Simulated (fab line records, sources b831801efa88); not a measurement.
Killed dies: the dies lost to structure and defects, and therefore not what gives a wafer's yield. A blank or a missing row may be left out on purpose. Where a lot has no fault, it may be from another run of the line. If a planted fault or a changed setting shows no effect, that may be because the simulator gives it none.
Struck lot and sound lot, side by side :: flow sky130 :: 32 steps out of a route of 708
Sound: wafers L596.1, L596.2, L596.6. Wafers struck: L588.1, L588.4, L588.6. Last of all comes the cause.
For every step that has rows: the tool of each side, followed by ch and its chambers, followed by its first start. Under that, the readings that differ: sound wafers :: struck wafers :: difference of the means :: sigmas: that difference in standard deviations of wafers without a fault.
alike: readings with means less than 2 such deviations apart, plus words and numbers identical on both sides. not compared: withheld readings, readings lacking a value on some wafer, bounds such as >300 that could conceal the same value, and numbers that have no deviation in the record and whose values overlap.
Wherever a step has rows on one side only, a row that says differs or no value, or a row with sigmas, the two part there. When numbers do not overlap yet have no deviation, they are printed without sigmas and do not part them. A reading that every wafer of one side lacks parts them only if that side has two wafers or more.

first, 4 steps without rows for these wafers: SKY_LOCAL_INTERCONNECT_SOFTBAKE_07 (time 90 s); SKY_LOCAL_INTERCONNECT_EXPOSE_08 (exposes mask LI1M, target cd 170 nm); SKY_LOCAL_INTERCONNECT_PEB_09; SKY_LOCAL_INTERCONNECT_DEVELOP_10 (develop time 57.24 s).
SKY_LOCAL_INTERCONNECT_CD_MEAS_11: target cd 170 nm.
  sound: cd sem-02 at day 37 07:28; struck: cd sem-01 at day 34 22:03
  alike: cd nm
SKY_LOCAL_INTERCONNECT_OVL_MEAS_12:
  sound: overlay-01 at day 37 07:35; struck: overlay-01 at day 34 22:10
  alike: LOCAL_INTERCONNECT_OVL
then, 1 step without rows for these wafers: SKY_LOCAL_INTERCONNECT_ETCH_13 (etches BARC in N2/H2, stops on SiO2, time 45.9 s, target depth 60 nm).
SKY_LOCAL_INTERCONNECT_METAL_ETCH_14: etches TiN in Cl2/BCl3, stops on PSG, target depth 110 nm, time 31.4 s.
  sound on rie metal-02 ch 0,1, day 37 07:41; struck on rie metal-03 ch 0,1, day 34 22:16
  alike: drypump motor current A, oes product au, throttle valve pct
  not compared: rf hours counter h
then, 4 steps without rows for these wafers: SKY_LOCAL_INTERCONNECT_STRIP_15 (strips in O2/N2); SKY_LOCAL_INTERCONNECT_STRIP_16 (strips in post etch residue remover, time 1200 s); SKY_LOCAL_INTERCONNECT_CLEAN_17 (cleans in IPA, time 180 s); SKY_LOCAL_INTERCONNECT_CLEAN_18 (cleans in O3/DIW).
SKY_CONTACT_CVD_00: deposits Si3N4, target thk 75 nm.
  sound on pecvd-02 ch 0,1,2, day 37 08:29; struck on pecvd-04 ch 1,2, day 34 22:55
  no value came back on the struck wafers for heater power outer w (W), heater power w (W); on the sound wafers heater power outer w (W) reads 305 390 334
then, 1 step without rows for these wafers: SKY_CONTACT_HDPCVD_02 (deposits SiO2, target thk 565 nm, time 94.2 s).
SKY_CONTACT_THK_MEAS_03:
  sound: film metro-01 at day 37 08:38; struck: film metro-04 at day 34 23:06
reading: CONTACT_HDPCVD_THK (nm)
sound: 558 558 558
struck: 578 565 571
difference: +13
sigmas: +2
SKY_CONTACT_CMP_04: polishes SiO2.
  sound on cmp-01 ch 0,2,3, day 37 08:42; struck on cmp-02 ch 1,3, day 34 23:21
  alike: motor current A, platen rpm, slurry filter dp kPa
SKY_CONTACT_BOW_MEAS_05:
  sound: film metro-04 at day 37 09:00; struck: film metro-04 at day 34 23:36
  alike: CONTACT_BOW
then, 8 steps without rows for these wafers: SKY_CONTACT_DEHYDRATE_06 (time 60 s); SKY_CONTACT_HMDS_07 (prime time 60 s); SKY_CONTACT_COAT_08 (resist thk 60 nm); SKY_CONTACT_COAT_09 (resist thk 450 nm); SKY_CONTACT_SOFTBAKE_10 (time 90 s); SKY_CONTACT_EXPOSE_11 (exposes mask CTM1, target cd 170 nm); SKY_CONTACT_PEB_12; SKY_CONTACT_DEVELOP_13 (develop time 60 s).
SKY_CONTACT_CD_MEAS_14: target cd 170 nm.
  sound: cd sem-02 at day 38 10:38; struck: cd sem-01 at day 36 02:20
  alike: cd nm
SKY_CONTACT_OVL_MEAS_15:
  sound: overlay-02 at day 38 10:46; struck: overlay-02 at day 36 02:28
  alike: CONTACT_OVL
SKY_CONTACT_ETCH_16: etches BARC in N2/H2, stops on SiO2, time 45.9 s, target depth 60 nm.
  sound on rie diel-03 ch 0,1,2, day 38 10:47; struck on rie diel-02 ch 0,1,3, day 36 02:29
  alike: drypump motor current A, oes product au, throttle valve pct
  not compared: rf hours counter h
SKY_CONTACT_ETCH_17: etches SiO2 in C4F8/O2/Ar, stops on Si3N4, target depth 340 nm.
  sound on rie diel-03 ch 0,1,2, day 38 10:50; struck on rie diel-02 ch 0,1,3, day 36 02:32
  alike: oes product au
SKY_CONTACT_ETCH_18: etches Si3N4 in CHF3/O2, stops on TiN, time 39 s, target depth 75 nm.
  sound: rie diel-03 ch 0,1,2; struck: rie diel-02 ch 0,1,3
reading: oes product au (a.u.)
sound: 0.850 0.846 0.858
struck: 0.378 0.373 0.382
difference: -0.474
sigmas: -66

reading: throttle valve pct (%)
sound: 8.799 8.796 8.790
struck: 8.678 8.679 8.692
difference: -0.112
sigmas: -12

reading: model.etch.depth nm (nm)
sound: 75.1 74.43 75.61
struck: 0 0 0
difference: -75
sigmas: 
  alike: drypump motor current A
  not compared: rf hours counter h
SKY_CONTACT_STRIP_19: strips in O2/N2.
  sound on plasma asher-01 ch 0,1, day 38 10:56; struck on plasma asher-02 ch 0,1, day 36 02:38
  alike: drypump motor current A, oes product au, strip time to endpoint s
  not compared: rf hours counter h
-- the record jumps here: 13 days lie between the struck wafers' starts before and after (it left off in module CONTACT and takes up again in module PAD_OPEN, whose first step shown is number 708 of the route) --
SKY_PAD_OPEN_PROBE_99:
  sound: prober-02 at day 50 19:44; struck: prober-01 at day 49 05:08
reading: model.etest.met1 comb.over limit
sound: 0 0 0
struck: 1 1 1
difference: +1
sigmas: 
  alike: killed_at_M0_to_M3, killed_at_M4_up, killed at contacts, killed at front end, killed at other, killed dies, killed open, killed short

WHERE THEY PART
First at SKY_CONTACT_CVD_00; last, within this record, at SKY_CONTACT_ETCH_18. Later steps at which nothing parts them and some readings are alike: SKY_CONTACT_STRIP_19, SKY_PAD_OPEN_PROBE_99.

WHY: whatever the simulator had introduced
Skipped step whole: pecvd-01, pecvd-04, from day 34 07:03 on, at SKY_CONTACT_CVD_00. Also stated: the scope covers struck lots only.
